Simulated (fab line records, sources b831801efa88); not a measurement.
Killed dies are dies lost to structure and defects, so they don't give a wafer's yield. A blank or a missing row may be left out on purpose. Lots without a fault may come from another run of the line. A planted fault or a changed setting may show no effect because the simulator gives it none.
Which tool did it? | flow sky130 | 6 lots, 18 wafers sampled, at 2 steps of a route of 708

WHAT THE GAUGES READ, wafer by wafer
SKY_NWELL_OVL_MEAS_10.
lot  | measured    | on         | NWELL_00_OVL (nm)
L217 | day 4 19:44 | overlay-02 | 0.6 1.4 -0.7
L221 | day 5 20:04 | overlay-02 | 0.0 0.0 -2.2
L223 | day 6 06:53 | overlay-01 | 144.3 142.6 142.8
L225 | day 6 16:54 | overlay-01 | 141.5 141.1 140.3
L233 | day 8 20:32 | overlay-02 | -1.9 -1.6 -0.8
L236 | day 9 09:58 | overlay-01 | -1.6 -1.8 -1.1

WHICH TOOL RAN EACH LOT (tool, then ch and the chambers of the sampled wafers, then the start)
lot  | SKY_NWELL_EXPOSE_07
L217 | iline_stepper-02 ch 0, day 4 11:02
L221 | iline_stepper-01 ch 0, day 5 11:48
L223 | iline_stepper-02 ch 0, day 5 21:08
L225 | iline_stepper-02 ch 0, day 6 07:53
L233 | iline_stepper-01 ch 0, day 8 10:25
L236 | iline_stepper-01 ch 0, day 8 22:55
- SKY_NWELL_EXPOSE_07: exposes mask NWM, target cd 840 nm.

THE ANSWER, worked out from the rows above alone
Rule: what is usual is taken from the lots themselves. Put in order of their means at a reading, lots are off if they are a third of the lots or fewer, leave a main group of 4 or more, and stand apart from it by a gap of 3 or more times the standard deviation of the main group's means; of several such gaps the widest counts. A main group whose means are all the same, to the digits that the tables above print for the reading, isn't used. A lot without any number at a reading at which 4 lots or more have one is off too. The other lots that the step has rows for count as sound.
Off: L223, L225, at SKY_NWELL_OVL_MEAS_10 (NWELL_00_OVL). The main group: mean -0.8 nm, standard deviation 0.78.
A tool fits if, at a process step before that reading, it ran every lot that is off, and no sound lot after the first of them. The gauges at SKY_NWELL_OVL_MEAS_10 are tried like those tools. One fits: iline_stepper-02 at SKY_NWELL_EXPOSE_07. Its last sound lot is L217 (day 4 11:02), its first lot that is off L223 (day 5 21:08): a fault that began between those two fits.

WHAT THE SIMULATOR HAD PUT IN
Scanner matching overlay: iline_stepper-02, from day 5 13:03 on, at SKY_NWELL_EXPOSE_07. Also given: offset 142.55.
Lots struck among those shown: L223, L225. The rule above found the same.
